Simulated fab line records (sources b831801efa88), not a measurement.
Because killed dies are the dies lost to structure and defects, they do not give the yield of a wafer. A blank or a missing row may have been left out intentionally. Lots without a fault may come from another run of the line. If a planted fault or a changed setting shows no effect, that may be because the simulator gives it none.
Which tool was responsible? / flow gf180mcu / 6 lots with 18 wafers sampled at 5 steps, on a route of 602 steps

## WHAT THE GAUGES SHOWED, per wafer
GF_V2_CD_MEAS_14: the cd target is 260 nm.
lot=L855; measured=day 21 10:28; on=cd sem-02; cd nm (nm)=259.6 260.1 259.3
lot=L858; measured=day 22 03:37; on=cd sem-01; cd nm (nm)=260.6 260.4 260.7
lot=L863; measured=day 24 05:10; on=cd sem-01; cd nm (nm)=267.1 266.0 265.8
lot=L865; measured=day 24 21:07; on=cd sem-01; cd nm (nm)=265.7 266.1 264.7
lot=L871; measured=day 26 10:13; on=cd sem-01; cd nm (nm)=260.6 258.6 258.2
lot=L874; measured=day 27 12:49; on=cd sem-01; cd nm (nm)=260.3 260.0 260.6

## EACH LOT AND THE TOOL THAT RAN IT (in order: tool; ch and the chambers of the sampled wafers; start)
lot=L855; GF_V1_SPUTTER_21=pvd sputter-03, day 19 08:23; GF_M2_SPUTTER_04=pvd sputter-01, day 19 09:15; GF_V2_CMP_04=cmp-01 ch 0,1,2, day 20 10:38; GF_V2_SOFTBAKE_10=litho track-04 ch 0, day 20 23:00
lot=L858; GF_V1_SPUTTER_21=pvd sputter-03, day 20 02:19; GF_M2_SPUTTER_04=pvd sputter-04, day 20 03:11; GF_V2_CMP_04=cmp-01 ch 1,2, day 21 03:44; GF_V2_SOFTBAKE_10=litho track-02 ch 0, day 21 15:00
lot=L863; GF_V1_SPUTTER_21=pvd sputter-01, day 22 05:23; GF_M2_SPUTTER_04=pvd sputter-04, day 22 06:15; GF_V2_CMP_04=cmp-01 ch 0,1, day 23 06:40; GF_V2_SOFTBAKE_10=litho track-04 ch 0, day 23 18:00
lot=L865; GF_V1_SPUTTER_21=pvd sputter-04, day 22 22:25; GF_M2_SPUTTER_04=pvd sputter-02, day 22 23:18; GF_V2_CMP_04=cmp-02 ch 1,3, day 23 23:04; GF_V2_SOFTBAKE_10=litho track-04 ch 0, day 24 09:00
lot=L871; GF_V1_SPUTTER_21=pvd sputter-04, day 24 14:41; GF_M2_SPUTTER_04=pvd sputter-02, day 24 15:34; GF_V2_CMP_04=cmp-01 ch 1,3, day 25 13:29; GF_V2_SOFTBAKE_10=litho track-01 ch 0, day 26 00:00
lot=L874; GF_V1_SPUTTER_21=pvd sputter-04, day 25 17:10; GF_M2_SPUTTER_04=pvd sputter-01, day 25 18:02; GF_V2_CMP_04=cmp-02 ch 0,2,3, day 26 16:19; GF_V2_SOFTBAKE_10=litho track-02 ch 0, day 27 02:00
- GF_V1_SPUTTER_21: material Ti, target thk 15 nm, time 80.02 s.
- GF_M2_SPUTTER_04: material TiN, target thk 50 nm, time 41.7 s.
- GF_V2_CMP_04: polishes SiO2.
- GF_V2_SOFTBAKE_10: time 60 s.

## THE ANSWER, worked out from the rows above alone
Rule: the lots themselves supply what counts as usual. Put in order of their means at a reading, lots are off if they are a third of the lots or fewer, leave a main group of 4 or more, and stand apart from it by a gap of 3 or more times the standard deviation of the main group's means; of several such gaps the widest counts. The tables above print the reading to a certain number of digits; a main group whose means all agree to those digits is not used. Also off: a lot with no number at a reading for which 4 or more lots have one. Any other lot the step has rows for is counted as sound.
Off: L863, L865 (GF_V2_CD_MEAS_14, cd nm). For the main group the mean is 259.9 nm and the standard deviation 0.56.
If a tool, at a process step before that reading, ran all the lots that are off and no sound lot after the first of them, it fits. Gauges at GF_V2_CD_MEAS_14: tried the same way as those tools. One candidate fits, namely litho track-04 at GF_V2_SOFTBAKE_10. A fault onset in the window from L855 (day 20 23:00, its last sound lot) to L863 (day 23 18:00, its first lot off) fits.

## WHAT WAS PUT IN BY THE SIMULATOR
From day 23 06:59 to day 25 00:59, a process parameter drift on litho track-04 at GF_V2_SOFTBAKE_10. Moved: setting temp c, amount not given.
Shown lots that were struck: L863, L865. This agrees with what the rule above found.
